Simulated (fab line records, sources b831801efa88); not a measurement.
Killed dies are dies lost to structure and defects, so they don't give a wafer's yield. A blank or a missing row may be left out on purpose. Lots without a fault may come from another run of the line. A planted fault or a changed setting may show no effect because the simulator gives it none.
Split-lot experiment | flow sky130 | 5 lots, 17 wafers read, on a route of 708 steps

THE SPLIT
At SKY_LOCAL_INTERCONNECT_COAT_06 (resist thk 450 nm), the setting spin_rpm was moved away from the recipe's 3000 rpm on 4 of the 17 wafers read, by -5.0% to +7.2%. The other wafers ran this setting at the recipe's value.

The file shows no step between the split and the reading.

THE READING
KrF-thick_of_LOCAL_INTERCONNECT_COAT_06.thk_nm (the simulator's own value, which no gauge read), in nm, at SKY_LOCAL_INTERCONNECT_METAL_ETCH_14 (etches TiN in Cl2/BCl3, stops on PSG, target depth 110 nm, time 31.4 s). The file gives no usual value for it. The 13 wafers here that ran the recipe average 351.8 nm, standard deviation 3.3 nm.

wafer  | tool, chamber at the split | spin_rpm as run, rpm | against the recipe | KrF-thick_of_LOCAL_INTERCONNECT_COAT_06.thk_nm, nm | against lot-mates on the recipe
L075.1 | litho_track-03, 0          | 2851                 | -5.0%              | 358.8                                              | +9.1
L075.2 | litho_track-03, 0          | 3000                 | recipe             | 351.2                                              | -
L075.4 | litho_track-03, 0          | 2851                 | -5.0%              | 364.4                                              | +14.7
L075.5 | litho_track-03, 0          | 2851                 | -5.0%              | 362.9                                              | +13.2
L075.6 | litho_track-03, 0          | 3000                 | recipe             | 348.2                                              | -
L078.1 | litho_track-03, 0          | 3000                 | recipe             | 349.3                                              | -
L078.4 | litho_track-03, 0          | 3000                 | recipe             | 350.5                                              | -
L078.6 | litho_track-03, 0          | 3000                 | recipe             | 351.1                                              | -
L079.1 | litho_track-03, 0          | 3000                 | recipe             | 353.1                                              | -
L079.3 | litho_track-03, 0          | 3000                 | recipe             | 352.3                                              | -
L079.4 | litho_track-03, 0          | 3000                 | recipe             | 358.2                                              | -
L079.5 | litho_track-03, 0          | 3000                 | recipe             | 358.8                                              | -
L079.6 | litho_track-03, 0          | 3000                 | recipe             | 352.8                                              | -
L084.1 | litho_track-01, 0          | 3000                 | recipe             | 350.6                                              | -
L084.4 | litho_track-01, 0          | 3000                 | recipe             | 349.7                                              | -
L085.1 | litho_track-01, 0          | 3000                 | recipe             | 347.6                                              | -
L085.6 | litho_track-01, 0          | 3217                 | +7.2%              | 326.4                                              | -21.2

THE FIT
A straight line over all 17 wafers: KrF-thick_of_LOCAL_INTERCONNECT_COAT_06.thk_nm changes by -2.72 nm for each +1% of spin_rpm; r = -0.90; the points scatter about the line by 3.7 nm.
The same after taking each lot's own level away (the mean of its wafers on the recipe; 17 wafers): -2.69 nm for each +1%; r = -0.96; scatter 2.1 nm.
On that fit, the largest move of spin_rpm shifts the reading by 19 nm.
The lots' own levels span 347.60 to 355.04 nm, that is 2.3 times the standard deviation above.
So the lot-to-lot level changes the slope little: the two slopes agree.
Check: with one of the wafers moved furthest among these (+7.2%) left out of the fit, the line predicts -18 nm for it against its lot-mates. It came out at -21.2 nm against them.

OTHER SPLITS ON THESE WAFERS
These wafers also went through other splits before the reading. Each is held against what the fit with the lots' levels taken away leaves over:
other split on the same wafers                | wafers away from the commonest value | r with KrF-thick_of_LOCAL_INTERCONNECT_COAT_06.thk_nm (lot level and that fit taken away)
SKY_LI_CONTACT_HDPCVD_00 time_s               | 6                                    | -0.21
SKY_LI_CONTACT_EXPOSE_09 dose_mj              | 6                                    | +0.21
SKY_LI_CONTACT_SPUTTER_19 chamber_pressure_pa | 7                                    | -0.03
SKY_LOCAL_INTERCONNECT_SPUTTER_00 time_s      | 0                                    | -

THE WHOLE CHAIN: every reading that the file lists as answering this split, in the file's order
step                                 | what it does                                                           | reading                                                                                         | change (the file's fit)              | r (the file's)
SKY_LOCAL_INTERCONNECT_COAT_06       | resist thk 450 nm                                                      | KrF-thick_of_LOCAL_INTERCONNECT_COAT_06.thk_nm (the simulator's own value, which no gauge read) | -2.21 nm for each +1% of the setting | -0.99
SKY_LOCAL_INTERCONNECT_METAL_ETCH_14 | etches TiN in Cl2/BCl3, stops on PSG, target depth 110 nm, time 31.4 s | KrF-thick_of_LOCAL_INTERCONNECT_COAT_06.thk_nm (the simulator's own value, which no gauge read) | -2.69 nm for each +1% of the setting | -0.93
SKY_LOCAL_INTERCONNECT_STRIP_15      | strips in O2/N2                                                        | strip_time_to_endpoint_s                                                                        | withheld for each +1% of the setting | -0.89

THE FILE'S OWN FIT
KrF-thick_of_LOCAL_INTERCONNECT_COAT_06.thk_nm changes by -2.69 nm for each +1% of spin_rpm, r = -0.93.
